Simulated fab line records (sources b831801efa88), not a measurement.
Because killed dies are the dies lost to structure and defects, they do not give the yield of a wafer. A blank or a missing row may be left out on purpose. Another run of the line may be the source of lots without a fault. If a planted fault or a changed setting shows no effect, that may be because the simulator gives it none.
What tool caused it? + flow sky130 + 11 lots, 33 wafers sampled, at 5 steps of a route of 708

WHAT EACH GAUGE READ, for each wafer
SKY_FIELD_ISO_CD_MEAS_13: the cd target is 150 nm. Usual: cdNm reads 149.4 nm (standard deviation 1.6).
| lot  | measured    | on       | cdNm (nm)         | flag |
|------|-------------|----------|-------------------|------|
| L414 | day 2 09:38 | cdSem-02 | 150.4 151.3 150.5 |      |
| L415 | day 2 14:44 | cdSem-01 | 148.2 148.2 149.3 |      |
| L416 | day 2 18:40 | cdSem-02 | 151.2 151.2 151.1 |      |
| L417 | day 3 16:25 | cdSem-01 | 148.0 148.0 147.9 |      |
| L420 | day 3 22:04 | cdSem-02 | 149.7 148.5 150.6 |      |
| L423 | day 4 07:38 | cdSem-01 | 144.9 145.1 145.2 |      |
| L424 | day 4 12:59 | cdSem-01 | 149.3 150.2 148.6 |      |
| L430 | day 5 20:51 | cdSem-02 | 147.6 146.9 148.0 |      |
| L432 | day 6 09:02 | cdSem-01 | 148.2 149.4 150.0 |      |
| L433 | day 6 12:58 | cdSem-02 | 149.9 149.5 148.6 |      |
| L434 | day 6 18:29 | cdSem-02 | 148.7 148.1 147.1 |      |

SKY_PWDE_OVL_MEAS_07. Usual: PWDE_OVL typically reads 0.4 nm, with standard deviation 1.5.
| lot  | measured    | on         | PWDE_OVL (nm)  | flag |
|------|-------------|------------|----------------|------|
| L414 | day 4 02:52 | overlay-02 | -0.5 1.0 -0.4  |      |
| L415 | day 4 03:29 | overlay-02 | -0.7 -2.7 -4.2 |      |
| L416 | day 4 10:29 | overlay-01 | 1.7 2.0 -0.8   |      |
| L417 | day 5 10:44 | overlay-02 | -0.8 -1.4 -0.1 |      |
| L420 | day 5 16:23 | overlay-02 | 1.3 1.1 -0.4   |      |
| L423 | day 6 01:01 | overlay-02 | - - -          | OFF  |
| L424 | day 6 10:01 | overlay-01 | 3.0 1.6 0.7    |      |
| L430 | day 7 18:56 | overlay-02 | -1.0 0.4 0.4   |      |
| L432 | day 8 07:27 | overlay-02 | 2.1 3.3 3.0    |      |
| L433 | day 8 13:13 | overlay-02 | 0.4 0.2 0.6    |      |
| L434 | day 8 21:23 | overlay-01 | 3.1 0.8 0.0    |      |

SKY_PWDE_TW_MEAS_10. Usual: PWDE_TW typically reads 372.4, with standard deviation 2.
| lot  | measured    | on           | PWDE_TW           | flag |
|------|-------------|--------------|-------------------|------|
| L414 | day 4 03:09 | filmMetro-04 | 373.4 371.4 372.8 |      |
| L415 | day 4 03:51 | filmMetro-03 | 371.8 370.9 369.7 |      |
| L416 | day 4 10:47 | filmMetro-04 | 373.0 372.2 372.7 |      |
| L417 | day 5 11:01 | filmMetro-04 | 377.0 375.9 376.9 |      |
| L420 | day 5 16:41 | filmMetro-02 | 371.9 369.9 371.3 |      |
| L423 | day 6 01:17 | filmMetro-03 | 29.8 29.8 30.1    | OFF  |
| L424 | day 6 10:17 | filmMetro-02 | 371.1 370.1 372.8 |      |
| L430 | day 7 19:13 | filmMetro-04 | 373.0 373.6 373.3 |      |
| L432 | day 8 07:44 | filmMetro-02 | 369.6 370.9 370.0 |      |
| L433 | day 8 13:29 | filmMetro-02 | 369.1 371.5 370.3 |      |
| L434 | day 8 21:40 | filmMetro-04 | 373.1 374.3 375.9 |      |

TOOL THAT RAN EACH LOT (tool first, then ch and the chambers of the sampled wafers, then the start)
| lot  | SKY_FIELD_ISO_ETCH_15            | SKY_PWDE_EXPOSE_04                |
|------|----------------------------------|-----------------------------------|
| L414 | rieDiel-01 ch 0,1,3, day 2 09:46 | ilineStepper-02 ch 0, day 3 20:04 |
| L415 | rieDiel-01 ch 0,1,2, day 2 14:52 | ilineStepper-01 ch 0, day 3 21:09 |
| L416 | rieDiel-04 ch 1,2,3, day 2 18:48 | ilineStepper-02 ch 0, day 4 02:35 |
| L417 | rieDiel-02 ch 0,3, day 3 16:34   | ilineStepper-01 ch 0, day 5 02:09 |
| L420 | rieDiel-01 ch 1,2, day 3 22:13   | ilineStepper-01 ch 0, day 5 08:10 |
| L423 | rieDiel-04 ch 0,1,3, day 4 07:48 | ilineStepper-02 ch 0, day 5 15:34 |
| L424 | rieDiel-02 ch 0,1, day 4 13:09   | ilineStepper-02 ch 0, day 6 01:08 |
| L430 | rieDiel-04 ch 2,3, day 5 21:01   | ilineStepper-01 ch 0, day 7 09:06 |
| L432 | rieDiel-01 ch 1,2, day 6 09:10   | ilineStepper-02 ch 0, day 7 21:53 |
| L433 | rieDiel-01 ch 1,3, day 6 13:07   | ilineStepper-02 ch 0, day 8 02:32 |
| L434 | rieDiel-02 ch 0,1,2, day 6 18:37 | ilineStepper-02 ch 0, day 8 11:03 |
- SKY_FIELD_ISO_ETCH_15: etches the open film in CHF3/O2, stops on Si, target depth 180 nm, time 72 s.
- SKY_PWDE_EXPOSE_04: exposes mask PWDEM, target cd 840 nm.

AS READ BY THE TOOLS THEMSELVES (means over the sampled wafers that have a number; for cases with no such wafer, the mark the record gives instead)
SKY_FIELD_ISO_ETCH_15. Usual: drypumpMotorCurrentA 5.6 A, standard deviation 0.4; oesProductAu 0.942 a.u., standard deviation 0.0061; throttleValvePct 8.842 %, standard deviation 0.0091.
| lot  | tool       | drypumpMotorCurrentA (A) | oesProductAu (a.u.) | throttleValvePct (%) | flag |
|------|------------|--------------------------|---------------------|----------------------|------|
| L414 | rieDiel-01 | 5.3                      | 0.938               | 8.843                |      |
| L415 | rieDiel-01 | 5.4                      | 0.939               | 8.844                |      |
| L416 | rieDiel-04 | 5.5                      | 0.936               | 8.836                |      |
| L417 | rieDiel-02 | 5.9                      | 0.943               | 8.835                |      |
| L420 | rieDiel-01 | 5.1                      | 0.942               | 8.835                |      |
| L423 | rieDiel-04 | 5.3                      | 0.941               | 8.841                |      |
| L424 | rieDiel-02 | 6.2                      | 0.933               | 8.829                |      |
| L430 | rieDiel-04 | 5.5                      | 0.949               | 8.846                |      |
| L432 | rieDiel-01 | 5.1                      | 0.941               | 8.849                |      |
| L433 | rieDiel-01 | 5.1                      | 0.948               | 8.847                |      |
| L434 | rieDiel-02 | 6.0                      | 0.949               | 8.850                |      |

SKY_PWDE_EXPOSE_04. Usual: focusOffsetNm reads -0.1 nm (standard deviation 0.49).
| lot  | tool            | focusOffsetNm (nm) | flag |
|------|-----------------|--------------------|------|
| L414 | ilineStepper-02 | 0.2                |      |
| L415 | ilineStepper-01 | -0.0               |      |
| L416 | ilineStepper-02 | 0.2                |      |
| L417 | ilineStepper-01 | -0.3               |      |
| L420 | ilineStepper-01 | 0.9                |      |
| L423 | ilineStepper-02 | -0.2               |      |
| L424 | ilineStepper-02 | 0.3                |      |
| L430 | ilineStepper-01 | -0.4               |      |
| L432 | ilineStepper-02 | 0.3                |      |
| L433 | ilineStepper-02 | -0.5               |      |
| L434 | ilineStepper-02 | -0.1               |      |

THE ANSWER, worked out from the rows above alone
Rule: take the mean of a lot's wafers that have a number; if it is more than 3 standard deviations from the usual mean, the lot is off. A lot without any number at a reading at which 4 lots or more have one is off too. Where the step has rows for the other lots, those lots are counted as sound. After the gauges, taken in route order, come the tools' own readings; for these a lot's mean is taken, as printed above. At the first step where some lot is off, the reading lying furthest off is the one used; lots without a number count as furthest.
Off: L423, seen at SKY_PWDE_OVL_MEAS_07 (PWDE_OVL). Without a number there: L423.
A tool fits if, at a process step before that reading, it ran every lot that is off, and no sound lot after the first of them. The gauges at SKY_PWDE_OVL_MEAS_07 aren't tried: what is off there is off at SKY_PWDE_TW_MEAS_10 too, on other tools, and a gauge's error can't cause that. Of those tried, none fits.

WHAT THE SIMULATOR HAD INSERTED
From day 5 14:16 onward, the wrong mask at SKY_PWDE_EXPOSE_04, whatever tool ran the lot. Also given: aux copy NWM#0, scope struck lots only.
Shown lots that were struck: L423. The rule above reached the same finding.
